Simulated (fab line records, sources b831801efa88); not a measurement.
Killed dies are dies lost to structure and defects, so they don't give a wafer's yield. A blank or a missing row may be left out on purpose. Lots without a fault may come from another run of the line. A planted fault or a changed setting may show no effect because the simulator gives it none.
fab line records | flow sky130
record lots=12 wafers=35 last_day=50
route steps=708 shown VIA1@473 METAL2@497 PAD_OPEN@708
lots that met no fault: from a run of the same line without faults
start_h: hours from the record's first day to the start of the lot's first wafer shown | wait_h: hours since the lot's step before | " the same as in the row above | L1.1+2: a row that stands for several wafers | - no value, or no start given | * or withheld: withheld | < > ~ a bound
route shown NAME@n: a module of which the file shows steps, and the number in the route of the first | usual: mean/standard deviation of fault-free wafers | same: alike in all rows | chamber/n: place in a boat | sites: the reading at each site | _std_site: their standard deviation | _edge_site: outer sites' mean less inner sites' | radius_mm: how far each site lies from the wafer's centre | mask NAME#n: copy n | behind: the tool/chamber that last shaped the wafer | hold: why the lot was held/for how many hours/how that ended | device: the transistor (n, p or np) that didn't switch | end of line: the same wafers' tests at the end of the route | a step without rows: its recipe alone | killed: dies lost to structure and defects at the first sort, not the wafer's yield | map: a wafer's dies, x killed, . not, _ none there
set.NAME: the setting as run; set.NAME@STEP: as run at that earlier step | model.NAME: the simulator's own value behind a step, which no gauge read
steps of the route over a sample of lots; a table a step, a row a wafer
services: from which hour (start_h, from the record's first day; less than 0 if before it) a tool's chamber was out of use, for how many hours, and why
## steps
# step SKY_VIA1_ETCH_15
# recipe target=SiO2 chemistry=C4F8/O2/Ar target_depth_nm=351 stop_on=TiN mask_material=KrF-thick source_w=1500 bias_w=1200 pressure_mtorr=40 c4f8_flow_sccm=withheld O2_flow_sccm=6 Ar_flow_sccm=300 time_s=54
# usual bias_w=1200/3.3 oes_product_au=0.980/0.0061
# columns lot.wafer tool chamber start_h wait_h bias_w oes_product_au rf_hours_counter_h
L430.1 rie_diel-01 3 795.07 0.0 1202 0.982 8
L430.2 " 0 " " 1200 0.972 10
L430.6 " 2 " " 1203 0.976 -
L432.1 rie_diel-02 3 832.43 0.0 1206 0.974 12
L432.3 " 2 " " 1193 0.988 15
L432.6 " 2 " " 1194 0.983 -
L431.2 rie_diel-02 3 835.16 0.0 1199 0.979 12
L431.3 " 0 " " 1204 0.983 4
L431.5 " 2 " " 1198 0.989 -
L434.2 rie_diel-04 0 835.51 0.0 1202 0.984 1
L434.3 " 1 " " 1198 0.986 6
L434.4 " 0 " " 1198 0.969 -
L435.1 rie_diel-02 3 840.41 0.0 1206 0.976 12
L435.2 " 1 " " 1204 0.976 11
L435.4 " 3 " " 1208 0.973 -
L436.1 rie_diel-02 3 846.31 0.0 1201 0.979 13
L436.4 " 0 " " 1203 0.988 -
L436.5 " 1 " " 1197 0.975 -
L437.1 rie_diel-04 0 847.19 0.0 1200 0.975 1
L437.5 " 2 " " 1203 0.988 -
L437.6 " 1 " " 1205 0.972 -
L439.1 rie_diel-02 3 868.58 0.0 1200 0.975 14
L439.4 " 0 " " 1201 0.968 -
L439.6 " 1 " " 1200 0.969 -
L441.4 rie_diel-01 2 893.60 0.0 1199 0.974 -
L441.5 " 3 " " 1195 0.986 -
L441.6 " 1 " " 1203 0.986 -
L443.4 rie_diel-02 0 899.26 0.0 1203 0.979 -
L443.5 " 3 " " 1199 0.983 -
L443.6 " 1 " " 1199 0.975 -
L446.5 rie_diel-01 3 913.63 0.0 1200 0.983 -
L446.6 " 0 " " 1203 0.975 -
L451.1 rie_diel-02 1 950.71 0.0 1199 0.973 16
L451.2 " 0 " " 1204 0.978 10
L451.5 " 1 " " 1205 0.978 -
# step SKY_VIA1_CVD_21
# recipe material=W target_thk_nm=270 time_s=80.902 temp_c=400 pressure_torr=40
# usual heater_power_w=853/46
# columns lot.wafer tool chamber start_h wait_h heater_power_w
L430.1 cvd_w-02 0 795.84 0.0 844
L430.2 " 1 " " 778
L430.6 " 1 " " 760
L432.1 cvd_w-02 0 833.12 0.0 862
L432.3 " 1 " " 777
L432.6 " 1 " " 796
L431.2 cvd_w-01 1 836.20 0.0 881
L431.3 " 1 " " 896
L431.5 " 0 " " 848
L434.2 cvd_w-02 1 836.26 0.0 798
L434.3 " 0 " " 869
L434.4 " 1 " " 784
L435.1 cvd_w-02 0 841.20 0.0 876
L435.2 " 1 " " 768
L435.4 " 0 " " 871
L436.1 cvd_w-01 1 847.06 0.0 901
L436.4 " 1 " " 880
L436.5 " 0 " " 868
L437.1 cvd_w-01 1 847.89 0.0 908
L437.5 " 0 " " 867
L437.6 " 1 " " 891
L439.1 cvd_w-02 0 869.28 0.0 848
L439.4 " 0 " " 869
L439.6 " 0 " " 830
L441.4 cvd_w-01 0 894.32 0.1 877
L441.5 " 0 " " 853
L441.6 " 1 " " 894
L443.4 cvd_w-01 1 900.07 0.1 898
L443.5 " 1 " " 902
L443.6 " 0 " " 857
L446.5 cvd_w-01 0 914.40 0.1 855
L446.6 " 1 " " 884
L451.1 cvd_w-01 0 951.43 0.0 884
L451.2 " 1 " " 888
L451.5 " 1 " " 896
# step SKY_METAL2_DEVELOP_14
# recipe develop_time_s=60 resist=KrF-thick dev_temp_c=21
# usual resist_line_temp_C=22.98/0.093
# columns lot.wafer tool chamber start_h wait_h resist_line_temp_C
L430.1 litho_track-04 0 822 - 23.17
L430.2 " 0 " " 22.94
L430.6 " 0 " " 23.08
L432.1 litho_track-02 0 859 - 23.01
L432.3 " 0 " " 22.86
L432.6 " 0 " " 23.10
L431.2 litho_track-04 0 862 - 22.96
L431.3 " 0 " " 23.00
L431.5 " 0 " " 22.92
L434.2 litho_track-04 0 862 - 23.00
L434.3 " 0 863 - 23.22
L434.4 " 0 " " 23.01
L435.1 litho_track-02 0 867 - 23.03
L435.2 " 0 " " 23.00
L435.4 " 0 " " 22.95
L436.1 litho_track-02 0 874 - 23.01
L436.4 " 0 " " 23.12
L436.5 " 0 " " 23.06
L437.1 litho_track-01 0 875 - 22.98
L437.5 " 0 " " 23.05
L437.6 " 0 " " 23.01
L439.1 litho_track-01 0 895 - 22.95
L439.4 " 0 896 - 23.01
L439.6 " 0 " " 23.14
L441.4 litho_track-04 0 919 - 23.03
L441.5 " 0 " " 22.95
L441.6 " 0 " " 22.95
L443.4 litho_track-04 0 924 - 22.89
L443.5 " 0 " " 22.92
L443.6 " 0 " " 22.97
L446.5 litho_track-01 0 939 - 23.08
L446.6 " 0 " " 22.95
L451.1 litho_track-02 0 975 - 22.81
L451.2 " 0 " " 22.98
L451.5 " 0 " " 22.83
# step SKY_METAL2_CD_MEAS_15
# recipe target_cd_nm=140
# usual cd_nm=140.4/1.3
# columns lot.wafer tool chamber start_h wait_h cd_nm
L430.1 cd_sem-02 - 822.76 - 141.7
L430.2 " - " " 141.8
L430.6 " - " " 142.5
L432.1 cd_sem-02 - 859.79 - 139.7
L432.3 " - " " 140.4
L432.6 " - " " 139.2
L431.2 cd_sem-02 - 862.78 - 141.0
L431.3 " - " " 143.0
L431.5 " - " " 141.8
L434.2 cd_sem-01 - 863.13 - 139.8
L434.3 " - " " 139.7
L434.4 " - " " 141.2
L435.1 cd_sem-01 - 867.44 - 140.7
L435.2 " - " " 140.8
L435.4 " - " " 141.3
L436.1 cd_sem-02 - 874.29 - 138.7
L436.4 " - " " 138.9
L436.5 " - " " 140.1
L437.1 cd_sem-01 - 875.56 - 139.4
L437.5 " - " " 138.9
L437.6 " - " " 138.7
L439.1 cd_sem-02 - 896.11 - 142.1
L439.4 " - " " 141.6
L439.6 " - " " 142.1
L441.4 cd_sem-02 - 919.82 - 141.6
L441.5 " - " " 140.8
L441.6 " - " " 139.3
L443.4 cd_sem-02 - 924.92 - 140.6
L443.5 " - " " 142.0
L443.6 " - " " 140.7
L446.5 cd_sem-01 - 939.44 - 135.2
L446.6 " - " " 139.4
L451.1 cd_sem-02 - 975.44 - 138.3
L451.2 " - " " 139.1
L451.5 " - " " 138.6
# step SKY_METAL2_OVL_MEAS_16
# usual METAL2_OVL=-6/5.2
# columns lot.wafer tool chamber start_h wait_h METAL2_OVL[nm]
L430.1 overlay-01 - 822.88 0.1 -2
L430.2 " - " " 2
L430.6 " - " " -7
L432.1 overlay-01 - 859.91 0.1 -7
L432.3 " - " " -15
L432.6 " - " " -7
L431.2 overlay-02 - 862.88 0.1 -8
L431.3 " - " " 1
L431.5 " - " " -4
L434.2 overlay-02 - 863.23 0.1 -17
L434.3 " - " " -11
L434.4 " - " " -9
L435.1 overlay-02 - 867.56 0.1 -9
L435.2 " - " " 3
L435.4 " - " " -4
L436.1 overlay-01 - 874.41 0.1 -12
L436.4 " - " " -16
L436.5 " - " " -8
L437.1 overlay-01 - 875.68 0.1 -8
L437.5 " - " " -5
L437.6 " - " " -6
L439.1 overlay-01 - 896.23 0.1 -3
L439.4 " - " " -9
L439.6 " - " " -7
L441.4 overlay-02 - 919.90 0.1 3
L441.5 " - " " -4
L441.6 " - " " 4
L443.4 overlay-02 - 925.00 0.1 -9
L443.5 " - " " -12
L443.6 " - " " -11
L446.5 overlay-02 - 939.50 0.0 -3
L446.6 " - " " -6
L451.1 overlay-02 - 975.56 0.1 -1
L451.2 " - " " -2
L451.5 " - " " -2
# step SKY_PAD_OPEN_PROBE_99
# usual defect_limited_yield=82.7/2.1 killed_at_M0_to_M3=43/7.2 killed_at_M4_up=3.3/1.8 killed_at_contacts=23/5.5 killed_at_front_end=16/5.1 killed_at_other=0.4/0.65 killed_dies=85/10 killed_open=46/7.1 killed_short=38/7.2 sort_bin_3_pad_short=0.9/0.41 sort_bin_5_function=10.2/1.5 sort_bin_6_memory=6.2/1.1 sort_n_pass=407/10 sort_yield_pct=82.7/2.1
# same gross_dies=492 killed_at_back_side=0 sort_bin_4_leakage[%]=0 sort_bin_8_speed[%]=0
# columns lot.wafer tool chamber start_h wait_h defect_limited_yield[%] killed_at_M0_to_M3 killed_at_M4_up killed_at_contacts killed_at_front_end killed_at_other killed_dies killed_open killed_short sort_bin_3_pad_short[%] sort_bin_5_function[%] sort_bin_6_memory[%] sort_n_pass sort_yield_pct[%]
L436.1 prober-02 - 1117.88 0.1 86.4 32 3 19 13 0 67 41 26 0.4 7.9 5.3 425 86.4
L436.4 prober-02 - 1118.03 0.2 85.4 41 1 11 19 0 72 44 28 0.2 8.5 5.9 420 85.4
L436.5 prober-02 - 1118.08 0.2 82.7 59 0 18 8 0 85 46 39 0.8 10.0 6.5 407 82.7
L446.5 prober-02 - 1166.60 0.2 86.0 33 3 20 11 2 69 40 29 0.2 10.4 3.5 423 86.0
L446.6 prober-02 - 1166.65 0.2 84.3 36 1 20 20 0 77 44 33 0.6 10.4 4.7 415 84.3
# killed by level:class
L436.1 VIA1:geometric_particle:open=10 CONTACT:geometric_particle:open=8 VIA3:geometric_particle:open=6 VIA1:geometric_particle:short=5 LI_CONTACT:geometric_particle:open=4 VIA2:geometric_particle:open=4 FIELD_ISO:geometric_particle:open=3 CONTACT:geometric_particle:short=3
L436.4 VIA1:geometric_particle:open=9 METAL1:geometric_particle:short=7 VIA3:geometric_particle:open=7 FIELD_ISO:geometric_particle:short=6 FIELD_ISO:geometric_particle:open=5 VIA2:geometric_particle:open=5 POLY_GATE:geometric_particle:open=4 METAL3:geometric_particle:open=3
L436.5 VIA1:geometric_particle:open=12 VIA2:geometric_particle:open=11 METAL2:geometric_particle:short=8 VIA1:geometric_particle:short=8 VIA3:geometric_particle:open=8 CONTACT:geometric_particle:open=7 FIELD_ISO:geometric_particle:open=3 LI_CONTACT:geometric_particle:short=3
L446.5 CONTACT:geometric_particle:open=11 VIA1:geometric_particle:open=7 LI_CONTACT:geometric_particle:open=6 METAL1:geometric_particle:short=5 FIELD_ISO:geometric_particle:short=4 VIA2:geometric_particle:open=4 VIA3:geometric_particle:open=4 VIA1:geometric_particle:short=3
L446.6 CONTACT:geometric_particle:open=11 VIA2:geometric_particle:open=9 VIA1:geometric_particle:open=8 POLY_GATE:geometric_particle:short=7 FIELD_ISO:geometric_particle:short=6 CONTACT:geometric_particle:short=5 VIA3:geometric_particle:open=5 FIELD_ISO:geometric_particle:open=4
## services
# columns tool chamber start_h hours kind
rie_diel-02 - 799.46 1.2 repair
cvd_w-02 0 811.66 13.0 repair
rie_diel-04 3 823.25 2.8 repair
rie_diel-04 2 825.06 14.3 repair
rie_diel-01 1 832.77 18.1 repair
rie_diel-01 - 837.55 4.0 pm
rie_diel-02 2 838.16 132.0 repair
rie_diel-04 1 840.37 1.3 repair
rie_diel-01 - 842.88 15.6 pm
rie_diel-02 0 858.69 7.3 repair
rie_diel-04 2 865.47 2.0 repair
rie_diel-01 0 888.72 12.8 repair
rie_diel-01 3 903.81 2.4 repair
cvd_w-02 - 904.00 14.0 pm
cvd_w-02 0 904.00 14.0 vent_cycle
cvd_w-02 1 904.00 14.0 vent_cycle
rie_diel-01 1 912.42 3.0 repair
rie_diel-01 1 916.68 2.7 repair
cvd_w-02 0 918.00 - clean
rie_diel-01 2 930.07 5.0 repair
cvd_w-01 - 935.77 5.5 repair
rie_diel-01 1 936.56 8.7 repair
rie_diel-04 0 958.98 14.2 repair
rie_diel-01 2 965.75 3.7 repair
## key
first_sign step=SKY_METAL2_CD_MEAS_15 reading=cd_nm direction=down sigmas=4.1 usual=140.4 struck=135.2
effect none on later readings
met_at SKY_METAL2_DEVELOP_14
struck_lots L446
struck_wafers L446.5
not_acting_at SKY_VIA1_ETCH_15,SKY_VIA1_CVD_21,SKY_METAL2_OVL_MEAS_16
onset_between 895 939
fault kind=process_parameter_drift tool=litho_track-01 chamber=- onset_h=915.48 steps=SKY_METAL2_DEVELOP_14 channel=develop_time_s offset=* shape=step end_h=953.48 scope=struck_wafers_only acts_in=* stated=*
